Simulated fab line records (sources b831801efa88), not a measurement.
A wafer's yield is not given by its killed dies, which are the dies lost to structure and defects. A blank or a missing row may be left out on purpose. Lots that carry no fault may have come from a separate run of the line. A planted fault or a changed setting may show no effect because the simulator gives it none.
8D (eight disciplines) problem report, filled in by code | flow sky130 | the parts of the form that need people (team, actions taken, sign-off) are left out

## 1. THE ISSUE
Mean of temp-c at SKY_METAL5_STRIP_17: 75.05 C across 9 wafers in 3 lots; on wafers with no fault it is 72.50 C (standard deviation 0.11). Relative to the usual mean, that is a shift of +23 standard deviations.
The step: strips in post etch residue remover, time 1200 s.
Seen first at day 46 04:55 on wet-bench-03, wafer L515.3. Wafers with a number at this step in the record: 36, from 12 lots. By rule, "out" or "out of limits" means more than 4 standard deviations away from the usual mean. The rest of the wafers with a number are treated as sound.

## 2. WHAT IT IS, AND WHAT IT ISN'T
question                    | is                        | is not
which readings at this step | temp-c, bath-guard-temp-C | -
which lots                  | L515, L516, L517          | L505, L507, L508, L511, L513, L514, L523, L527, L528
which wafers of those lots  | all that have a number    | -
read on which tools         | wet-bench-03              | wet-bench-02, wet-bench-04
when                        | from day 46 04:55         | up to then (18 sound wafers); but 9 sound wafers of L523, L527, L528 came after

## 3. WHAT RULES OUT EACH SUSPECT
Counting: any tool at a process step up to the reading is kept as a suspect provided that every lot that is out went through it and no sound lot did after the first of them.
- wet-bench-03 at SKY_METAL5_STRIP_17 (strips in post etch residue remover, time 1200 s): ruled out as a lasting fault. Following L515 (day 46 04:55), the first lot on it that is out, the sound lots L528 were run on it.
Left after counting: nothing in the record.

## 4. THE CAUSE (what the simulator had put in)
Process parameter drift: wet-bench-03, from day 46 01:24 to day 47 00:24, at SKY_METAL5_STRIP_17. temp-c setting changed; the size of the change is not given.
Counting ruled it out, wrongly.

## 5. SEQUENCE OF EFFECTS, ordered by route
Each row: a reading where the mean over the struck wafers with a number is more than 3 standard deviations away from the usual. Only readings whose record carries a usual standard deviation are examined. hours: median over the lots of the time between each lot's start at the first step of this table that gives one and its start at this step. sigmas: the change, counted in usual standard deviations.
hours | step                | reading           | usual   | on struck wafers | change | sigmas
0     | SKY_METAL5_STRIP_17 | bath-guard-temp-C | 72.6 C  | 75.8             | +3.2   | +7.2
0     | SKY_METAL5_STRIP_17 | temp-c            | 72.50 C | 75.05            | +2.55  | +23
The process steps in it:
- SKY_METAL5_STRIP_17: strips in post etch residue remover, time 1200 s.

## 6. WHAT WOULD HAVE CAUGHT IT SOONER
First out-of-limits reading in this record: day 46 04:55, which is 4 hours after fault onset at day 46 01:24.
